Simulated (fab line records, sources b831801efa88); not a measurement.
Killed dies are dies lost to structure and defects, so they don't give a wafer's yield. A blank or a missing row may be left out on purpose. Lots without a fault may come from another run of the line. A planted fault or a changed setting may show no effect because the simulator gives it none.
A struck lot beside a sound one | flow sky130 | 35 steps out of a route of 708
Sound: wafers L154.2, L154.3, L154.5. Struck: wafer L160.2. (L160.3, L160.6 of the same lot were not struck and are left out.) The cause comes at the end.
At each step with rows: each side's tool, then ch and its chambers, then its first start. Under that, the readings that differ: sound wafers | struck wafers | difference of the means | sigmas: that difference in standard deviations of wafers without a fault.
alike: readings whose means differ by less than 2 such deviations, and words and numbers that are the same on both sides. not compared: withheld readings, readings that some wafer has no value for, bounds like >300 that may hide the same value, and numbers for which the record gives no deviation and whose values overlap.
The two part at a step that has a row with sigmas, a row that says differs or no value, or rows on one side only. Numbers that don't overlap but have no deviation are shown without sigmas and don't part them. A reading that every wafer of one side lacks parts them only if that side has two wafers or more.

first, 4 steps without rows for these wafers: SKY_METAL5_SOFTBAKE_10 (time 60 s); SKY_METAL5_EXPOSE_11 (exposes mask MM5, target cd 1600 nm); SKY_METAL5_PEB_12; SKY_METAL5_DEVELOP_13 (develop time 60 s).
SKY_METAL5_DESCUM_14: chemistry O2, time 11 s.
  sound on rie_metal-03 ch 0,1, day 46 13:28; struck on rie_metal-02 ch 0, day 48 06:16
  reading            | sound             | struck | difference | sigmas
  rf_fwd_power_W (W) | 147.7 147.8 148.0 | 145.8  | -2.0       | -3
  alike: drypump_motor_current_A, oes_product_au, temp_c
  not compared: rf_hours_counter_h
then, 1 step without rows for these wafers: SKY_METAL5_METAL_ETCH_15 (etches the open film in Cl2/BCl3, stops on SiO2, target depth 1260 nm, time 252 s).
SKY_METAL5_STRIP_16: strips in O2/N2.
  sound on plasma_asher-02 ch 0,1, day 46 13:44; struck on plasma_asher-04 ch 0, day 48 06:32
  alike: drypump_motor_current_A, oes_product_au, strip_time_to_endpoint_s
  not compared: rf_hours_counter_h
then, 3 steps without rows for these wafers: SKY_METAL5_STRIP_17 (strips in post etch residue remover, time 1200 s); SKY_METAL5_CLEAN_18 (cleans in IPA, time 180 s); SKY_METAL5_CLEAN_19 (cleans in O3/DIW).
SKY_PASSIVATION_CVD_00: deposits SiO2, target thk 90 nm.
  sound on pecvd-02 ch 0,1, day 46 14:20; struck on pecvd-03 ch 1, day 48 07:07
  alike: heater_power_w, rf_fwd_power_W
SKY_PASSIVATION_THK_MEAS_01:
  sound on film_metro-03, day 46 14:22; struck on film_metro-03, day 48 07:09
  alike: PASSIVATION_CVD_00_THK
SKY_PASSIVATION_CVD_02: deposits Si3N4, target thk 540 nm.
  sound on pecvd-01 ch 0,1,2, day 46 14:25; struck on pecvd-01 ch 2, day 48 07:12
  reading                                       | sound             | struck | difference | sigmas
  model.Si3N4_of_PASSIVATION_CVD_02.thk_nm (nm) | 532.4 527.9 532.6 | 596.3  | +65.3      |
  alike: heater_power_w, rf_fwd_power_W
SKY_PASSIVATION_THK_MEAS_03:
  sound on film_metro-01, day 46 14:39; struck on film_metro-02, day 48 07:26
  reading                     | sound       | struck | difference | sigmas
  PASSIVATION_CVD_02_THK (nm) | 533 528 533 | 596    | +65        | +9
then, 7 steps without rows for these wafers: SKY_PASSIVATION_DEHYDRATE_04 (time 60 s); SKY_PASSIVATION_HMDS_05 (prime time 60 s); SKY_PASSIVATION_COAT_06 (resist thk 3000 nm); SKY_PASSIVATION_SOFTBAKE_07; SKY_PASSIVATION_EXPOSE_08 (exposes mask NSM, target cd 3000 nm); SKY_PASSIVATION_PEB_09; SKY_PASSIVATION_DEVELOP_10 (develop time 60 s).
SKY_PASSIVATION_ETCH_11: etches the open film in CF4/O2, stops on AlCu, target depth 725 nm, time 161.1 s.
  sound on rie_diel-02 ch 0,2,3, day 47 11:22; struck on rie_diel-03 ch 1, day 49 01:53
  reading                                 | sound             | struck | difference | sigmas
  drypump_motor_current_A (A)             | 5.9 5.6 5.5       | 6.4    | +0.7       | +2
  oes_product_au (a.u.)                   | 0.965 0.959 0.970 | 0.993  | +0.028     | +4
  model.etch.depth_nm (nm)                | 694.6 688.1 694.7 | 725.6  | +33.1      |
  model.PASSIVATION.feature_depth_nm (nm) | 694.6 688.1 694.7 | 725.6  | +33.1      |
  alike: rf_fwd_power_W, throttle_valve_pct
  not compared: rf_hours_counter_h
SKY_PASSIVATION_STRIP_12: strips in O2/N2.
  sound on plasma_asher-02 ch 0,1, day 47 11:28; struck on plasma_asher-03 ch 1, day 49 01:59
  reading                     | sound       | struck | difference | sigmas
  drypump_motor_current_A (A) | 5.5 5.5 5.9 | 6.8    | +1.2       | +2
  alike: oes_product_au, strip_time_to_endpoint_s
  not compared: rf_hours_counter_h
then, 7 steps without rows for these wafers: SKY_PAD_OPEN_DEHYDRATE_00 (time 60 s); SKY_PAD_OPEN_HMDS_01 (prime time 60 s); SKY_PAD_OPEN_COAT_02 (resist thk 3000 nm); SKY_PAD_OPEN_SOFTBAKE_03; SKY_PAD_OPEN_EXPOSE_04 (exposes mask PDM, target cd 60000 nm); SKY_PAD_OPEN_PEB_05; SKY_PAD_OPEN_DEVELOP_06 (develop time 60 s).
SKY_PAD_OPEN_ETCH_07: etches the open film in CF4/O2, stops on AlCu, target depth 725 nm, time 161.1 s.
  sound on rie_diel-04 ch 0,3, day 48 06:38; struck on rie_diel-01 ch 0, day 49 19:59
  reading                              | sound             | struck | difference | sigmas
  oes_product_au (a.u.)                | 0.972 0.964 0.973 | 0.996  | +0.026     | +4
  throttle_valve_pct (%)               | 5.959 5.942 5.963 | 5.973  | +0.018     | +2
  model.PAD_OPEN.feature_depth_nm (nm) | 694.6 688.1 694.7 | 726.4  | +33.9      |
  model.etch.depth_nm (nm)             | 694.6 688.1 694.7 | 726.4  | +33.9      |
  alike: drypump_motor_current_A, rf_fwd_power_W
  not compared: rf_hours_counter_h
SKY_PAD_OPEN_STRIP_08: strips in O2/N2.
  sound on plasma_asher-01 ch 0,1, day 48 06:44; struck on plasma_asher-03 ch 0, day 49 20:05
  reading                      | sound             | struck | difference | sigmas
  strip_time_to_endpoint_s (s) | 37.16 37.15 37.09 | 36.91  | -0.22      | -2
  alike: drypump_motor_current_A, oes_product_au
  not compared: rf_hours_counter_h
SKY_PAD_OPEN_STRIP_09: strips in post etch residue remover, time 1200 s.
  sound on wet_bench-02 ch 2, day 48 06:50; struck on wet_bench-02 ch 0, day 49 20:11
  reading                                       | sound             | struck | difference | sigmas
  model.Si3N4_of_PASSIVATION_CVD_02.thk_nm (nm) | 532.1 527.6 532.2 | 595.9  | +65.3      |
  alike: temp_c
then, 1 step without rows for these wafers: SKY_PAD_OPEN_CLEAN_10 (cleans in IPA, time 180 s).
SKY_PAD_OPEN_PROBE_99:
  sound on prober-02, day 48 08:59; struck on prober-01, day 49 22:24
  alike: defect_limited_yield, killed_at_M0_to_M3, killed_at_M4_up, killed_at_contacts, killed_at_front_end, killed_at_other, killed_dies, killed_open, killed_short, sort_bin_3_pad_short, sort_bin_5_function, sort_bin_6_memory, sort_n_pass, sort_yield_pct

WHERE THEY PART
First at SKY_METAL5_DESCUM_14; last, within this record, at SKY_PAD_OPEN_STRIP_08. Later steps at which nothing parts them and some readings are alike: SKY_PAD_OPEN_STRIP_09, SKY_PAD_OPEN_PROBE_99.

WHY: what the simulator had put in
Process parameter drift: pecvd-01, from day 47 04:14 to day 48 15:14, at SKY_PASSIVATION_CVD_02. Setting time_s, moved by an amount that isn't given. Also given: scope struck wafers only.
